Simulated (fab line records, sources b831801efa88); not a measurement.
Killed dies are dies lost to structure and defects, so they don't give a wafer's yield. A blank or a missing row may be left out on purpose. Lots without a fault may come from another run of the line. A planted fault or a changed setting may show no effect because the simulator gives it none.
Which tool did it? | flow sky130 | 13 lots, 39 wafers sampled, at 2 steps of a route of 708

WHAT THE GAUGES READ, wafer by wafer
SKY_VT_ADJUST_PCH_TW_MEAS_10.
lot  | measured     | on            | VT_ADJUST_PCH_TW
L484 | day 10 09:39 | film_metro-04 | 142.8 143.1 142.8
L485 | day 11 02:11 | film_metro-03 | 143.6 143.3 143.4
L488 | day 11 23:03 | film_metro-04 | 143.7 143.8 143.2
L491 | day 12 17:58 | film_metro-04 | 143.9 143.2 144.2
L494 | day 13 15:06 | film_metro-03 | 144.4 143.7 145.0
L497 | day 14 20:26 | film_metro-04 | 142.8 142.3 143.2
L498 | day 15 03:06 | film_metro-01 | 142.7 143.5 142.8
L501 | day 16 14:03 | film_metro-01 | 142.8 143.3 143.2
L500 | day 16 15:29 | film_metro-04 | 142.7 143.1 142.9
L502 | day 16 19:08 | film_metro-01 | 142.8 143.1 143.1
L503 | day 17 01:57 | film_metro-01 | 143.0 142.5 142.5
L505 | day 17 13:45 | film_metro-01 | 142.3 142.6 142.5
L506 | day 18 00:36 | film_metro-04 | 142.0 142.9 142.0

SKY_SONOS_ONO_OVL_MEAS_14.
lot  | measured     | on         | SONOS_ONO_OVL (nm)
L484 | day 12 13:37 | overlay-01 | 0.6 -1.2 -1.3
L485 | day 13 11:01 | overlay-02 | 2.6 1.2 2.0
L488 | day 14 07:53 | overlay-02 | 0.8 -0.7 -0.2
L491 | day 15 04:32 | overlay-01 | 1.3 2.3 0.8
L494 | day 16 02:26 | overlay-01 | -2.2 -1.3 -1.5
L497 | day 17 10:20 | overlay-01 | -0.1 1.8 1.2
L498 | day 17 18:56 | overlay-02 | -0.3 -3.1 -0.1
L501 | day 19 08:38 | overlay-01 | -0.9 0.8 0.1
L500 | day 19 09:59 | overlay-01 | 0.7 -0.9 0.7
L502 | day 19 14:07 | overlay-01 | -1.2 -2.0 0.9
L503 | day 19 20:39 | overlay-01 | 1.3 0.5 1.0
L505 | day 20 08:14 | overlay-02 | 2.1 3.7 3.1
L506 | day 20 22:26 | overlay-02 | -0.8 -1.5 2.1

WHICH TOOL RAN EACH LOT (tool, then ch and the chambers of the sampled wafers, then the start)
The record holds no process step before these readings.

WHAT THE TOOLS THEMSELVES READ (means of the sampled wafers that have a number; where no wafer has one, the mark that the record gives instead)
The record holds no such reading with a usual standard deviation.

THE ANSWER, worked out from the rows above alone
Rule: what is usual is taken from the lots themselves. Put in order of their means at a reading, lots are off if they are a third of the lots or fewer, leave a main group of 4 or more, and stand apart from it by a gap of 3 or more times the standard deviation of the main group's means; of several such gaps the widest counts. A main group whose means are all the same, to the digits that the tables above print for the reading, isn't used. A lot without any number at a reading at which 4 lots or more have one is off too. The other lots that the step has rows for count as sound. The gauges are gone through in route order, then the tools' own readings, and for those a lot's mean is taken as printed above. The first step at which some lot is off is used, and at that step the reading that is off furthest; a lot without a number counts as furthest.
No lot is off at any reading shown: from this, nothing can be told.

WHAT THE SIMULATOR HAD PUT IN
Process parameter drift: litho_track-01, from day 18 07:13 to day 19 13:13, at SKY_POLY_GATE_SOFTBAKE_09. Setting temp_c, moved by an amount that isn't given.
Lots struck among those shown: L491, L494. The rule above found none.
